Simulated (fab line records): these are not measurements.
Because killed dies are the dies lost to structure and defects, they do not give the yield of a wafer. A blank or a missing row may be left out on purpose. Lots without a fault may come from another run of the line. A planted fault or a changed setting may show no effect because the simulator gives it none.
Code-filled problem report in 8D (eight disciplines) form :: flow sky130 :: the parts of the form that need people (team, actions taken, sign-off) are left out

## 1. WHAT WENT WRONG
At SKY_PAD_OPEN_PROBE_99, killed_at_M0_to_M3 averages 456 over 6 wafers from 2 lots, while fault-free wafers read 42, standard deviation 7.1. Relative to the usual mean, that is a shift of +58 standard deviations.
Earliest sighting: wafer L317.2 on prober-01 at day 47 20:54. Wafers with a number at this step in the record: 6, from 2 lots. The rule behind "out" and "out of limits": a value lying over 4 standard deviations away from the usual mean. The rest of the wafers with a number are treated as sound.

## 2. WHAT IT IS; WHAT IT IS NOT
question: which readings at this step
is: killed_at_M0_to_M3, defect-limited-yield, killed-dies, killed-on-rim, sort_bin_5_function, sort-n-pass, sort-yield-pct
is not: killed_at_M4_up, killed-at-contacts, killed-at-front-end, killed-at-other, killed-open, killed-short, sort_bin_6_memory

question: which lots
is: L317, L319
is not: -

question: which wafers of those lots
is: all that have a number
is not: -

question: read on which tools
is: prober-01, prober-02
is not: -

question: when
is: from day 47 20:54
is not: up to then (0 sound wafers)

## 3. SUSPECTS, AND WHAT RULES EACH OUT
Counting: a tool at a process step up to the reading stays a suspect if it ran every lot that is out and no sound lot after the first of them.
- plasma-asher-03 at SKY_METAL3_STRIP_19 (strips in O2/N2): kept. It ran every lot that is out, first L317 (day 41 00:53), and no sound lot after that.
After counting, what remains is plasma-asher-03 at SKY_METAL3_STRIP_19.

## 4. THE CAUSE (what the simulator had put in)
Step skipped in full: plasma-asher-03, at SKY_METAL3_STRIP_19, from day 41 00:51 onward. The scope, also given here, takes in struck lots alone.
After counting, this tool was the only one left.

## 5. THE EFFECT CHAIN, in route order
Rows list readings where the struck wafers' mean (over those with a number) sits beyond 3 standard deviations from the usual. Only readings whose record carries a usual standard deviation are examined. hours: median over the lots of the time between each lot's start at the first step of this table that gives one and its start at this step. sigmas: the change, counted in usual standard deviations.
hours: 0
step: SKY_PAD_OPEN_PROBE_99
reading: defect-limited-yield
usual: 82.6 %
on struck wafers: 0.0
change: -82.6
sigmas: -43

hours: 0
step: SKY_PAD_OPEN_PROBE_99
reading: killed_at_M0_to_M3
usual: 42
on struck wafers: 456
change: +414
sigmas: +58

hours: 0
step: SKY_PAD_OPEN_PROBE_99
reading: killed-dies
usual: 86
on struck wafers: 492
change: +406
sigmas: +42

hours: 0
step: SKY_PAD_OPEN_PROBE_99
reading: killed-on-rim
usual: 17
on struck wafers: 96
change: +79
sigmas: +21

hours: 0
step: SKY_PAD_OPEN_PROBE_99
reading: sort_bin_5_function
usual: 10.2 %
on struck wafers: 92.1
change: +81.9
sigmas: +55

hours: 0
step: SKY_PAD_OPEN_PROBE_99
reading: sort-n-pass
usual: 406
on struck wafers: 0
change: -406
sigmas: -42

hours: 0
step: SKY_PAD_OPEN_PROBE_99
reading: sort-yield-pct
usual: 82.6 %
on struck wafers: 0.0
change: -82.6
sigmas: -43
The process steps in it:
- SKY_PAD_OPEN_PROBE_99
Readings that are blank on the struck wafers while sound wafers have them: chamber-pressure-mTorr at SKY_METAL3_STRIP_19; drypump-motor-current-A at SKY_METAL3_STRIP_19; oes-product-au at SKY_METAL3_STRIP_19; strip-time-to-endpoint-s at SKY_METAL3_STRIP_19.

## 6. WHAT WOULD HAVE CAUGHT IT SOONER
164 hours passed between the start of the fault at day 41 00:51 and the first reading out of limits in this record, taken at day 47 20:54.
At SKY_METAL3_STRIP_19 the tool's readings are blank on the struck wafers, where sound wafers have them: an empty tool record is the first sign, and it was there at once.
Lots out: 2; all had begun SKY_METAL3_STRIP_19 on plasma-asher-03 by day 47 20:54. Tool hold at that time: it would have spared none of them.
